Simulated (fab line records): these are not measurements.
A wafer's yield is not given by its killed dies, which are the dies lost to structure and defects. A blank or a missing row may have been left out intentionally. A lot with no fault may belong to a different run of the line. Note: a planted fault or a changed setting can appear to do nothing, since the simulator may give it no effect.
What tool caused it?    flow gf180mcu    Sampling: 6 lots, 18 wafers, 4 of 602 route steps

WHAT THE GAUGES READ, wafer by wafer
GF_PASSIVATION_THK_MEAS_01.
lot   measured      on            PASSIVATION_CVD_00_THK (nm)
L682  day 28 08:29  filmMetro-03  1022 1024 1046
L685  day 29 16:42  filmMetro-02  1032 1017 1021
L686  day 30 04:31  filmMetro-02  1028 1015 1048
L690  day 31 13:19  filmMetro-02  950 1024 974
L697  day 33 00:57  filmMetro-03  1003 1033 1021
L703  day 34 03:19  filmMetro-02  1015 1018 1011

TOOL THAT RAN EACH LOT (tool first, then ch and the chambers of the sampled wafers, then the start)
lot   GF_V5_ETCH_16                      GF_TOP_METAL_SPUTTER_01      GF_PASSIVATION_CVD_00
L682  rieDiel-04 ch 0,2, day 27 10:36    pvdSputter-01, day 27 12:07  pecvd-01 ch 1,2, day 28 08:23
L685  rieDiel-04 ch 0,1,3, day 28 19:36  pvdSputter-03, day 28 21:19  pecvd-04 ch 0,1,2, day 29 16:37
L686  rieDiel-04 ch 0,3, day 29 06:46    pvdSputter-01, day 29 08:14  pecvd-04 ch 0,2, day 30 04:26
L690  rieDiel-04 ch 0,1, day 30 17:04    pvdSputter-03, day 30 18:32  pecvd-04 ch 0,2, day 31 13:14
L697  rieDiel-02 ch 1,2,3, day 32 05:21  pvdSputter-03, day 32 06:50  pecvd-03 ch 0,1,2, day 33 00:52
L703  rieDiel-04 ch 0,3, day 33 09:38    pvdSputter-01, day 33 11:07  pecvd-01 ch 0,1,2, day 34 03:14
- GF_V5_ETCH_16: etches BARC in N2/H2.
- GF_TOP_METAL_SPUTTER_01: material TiN, target thk 30 nm, time 25 s.
- GF_PASSIVATION_CVD_00: deposits SiO2 from TEOS, target thk 1000 nm, time 114.9 s.

THE ANSWER, worked out from the rows above alone
Rule: what is usual is taken from the lots themselves. The widest of any qualifying gaps counts: lots, ordered by their means at a reading, are off when they make up no more than a third of the lots, leave a main group of 4 or more, and stand apart from it by 3 or more times the standard deviation of that group's means. A main group is skipped when, at the precision printed for the reading in the tables above, its means are all equal. A lot without any number at a reading at which 4 lots or more have one is off too. All remaining lots with rows at the step are treated as sound.
Off: L690, at GF_PASSIVATION_THK_MEAS_01 (PASSIVATION_CVD_00_THK). Mean 1024 nm and standard deviation 6.3 in the main group.
If a tool, at a process step before that reading, ran all the lots that are off and no sound lot after the first of them, it fits. The gauges at GF_PASSIVATION_THK_MEAS_01 are tried like those tools. One fits: GF_PASSIVATION_CVD_00 on pecvd-04. Its last sound lot is L686 (day 30 04:26), its first lot that is off L690 (day 31 13:14): a fault that began between those two fits.

WHAT THE SIMULATOR HAD PUT IN
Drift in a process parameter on pecvd-04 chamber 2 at GF_PASSIVATION_CVD_00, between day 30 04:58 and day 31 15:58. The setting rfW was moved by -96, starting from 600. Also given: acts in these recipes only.
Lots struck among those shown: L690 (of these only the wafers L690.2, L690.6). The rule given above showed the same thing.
